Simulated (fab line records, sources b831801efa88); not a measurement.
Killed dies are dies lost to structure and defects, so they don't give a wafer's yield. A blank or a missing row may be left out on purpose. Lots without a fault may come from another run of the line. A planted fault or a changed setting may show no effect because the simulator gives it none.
Problem report in the 8D (eight disciplines) form, filled by code | flow sfq_line | the parts of the form that need people (team, actions taken, sign-off) are left out

1. THE PROBLEM
bias_w at SFQ_TRILAYER_I7_VIA_ETCH_VIA_ETCH_190 reads a mean of 63.33 W on 5 wafers of 2 lots; wafers without a fault read 80.00 W with a standard deviation of 0.23. That is -72 standard deviations from the usual mean.
The step: etches SiO2 in CHF3, stops on Nb, target depth 260 nm.
First seen on wafer L289.2, day 80 23:22, on rie_diel-03. The record holds 41 wafers of 14 lots with a number at this step. Rule for "out", or "out of limits": more than 4 standard deviations from the usual mean. The other wafers with a number count as sound.

2. WHAT IT IS AND WHAT IT IS NOT
question                    | is                     | is not
which readings at this step | bias_w                 | drypump_motor_current_A, oes_product_au
which lots                  | L289, L291             | L280, L281, L282, L283, L284, L285, L287, L288, L290, L292, L297, L303
which wafers of those lots  | all that have a number | -
read on which tools         | rie_diel-03            | rie_diel-02, rie_diel-04
when                        | from day 80 23:22      | up to then (24 sound wafers); but 12 sound wafers of L290, L292, L297, L303 came after

3. SUSPECTS, AND WHAT RULES EACH OUT
Counting: a tool at a process step up to the reading stays a suspect if it ran every lot that is out and no sound lot after the first of them.
- rie_diel-03 at SFQ_TRILAYER_I7_VIA_ETCH_VIA_ETCH_190 (etches SiO2 in CHF3, stops on Nb, target depth 260 nm): kept. It ran every lot that is out, first L289 (day 80 23:22), and no sound lot after that; its last sound lot up to then is L287 (day 80 06:34). Its own readings are out on those wafers: bias_w.
Left after counting: rie_diel-03 at SFQ_TRILAYER_I7_VIA_ETCH_VIA_ETCH_190.

4. THE CAUSE (what the simulator had put in)
Process parameter drift: rie_diel-03, from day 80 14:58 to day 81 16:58, at SFQ_TRILAYER_I7_VIA_ETCH_VIA_ETCH_190. Setting bias_w, moved by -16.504, from 80. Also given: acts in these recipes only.
Counting left only this tool.

5. THE CHAIN OF EFFECTS, in route order
Each row: a reading whose mean over the struck wafers that have a number lies more than 3 standard deviations from the usual. Only readings for which the record gives a usual standard deviation are gone through. hours: the time from each lot's start at the first step in this table that gives one to its start at this step, as a median over the lots. sigmas: the change in usual standard deviations.
hours | step                                  | reading | usual   | on struck wafers | change | sigmas
0     | SFQ_TRILAYER_I7_VIA_ETCH_VIA_ETCH_190 | bias_w  | 80.00 W | 63.33            | -16.67 | -72
The process steps in it:
- SFQ_TRILAYER_I7_VIA_ETCH_VIA_ETCH_190: etches SiO2 in CHF3, stops on Nb, target depth 260 nm.

6. WHAT WOULD HAVE CAUGHT IT SOONER
In this record the first reading out of limits was taken at day 80 23:22, 8 hours after the fault began at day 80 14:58.
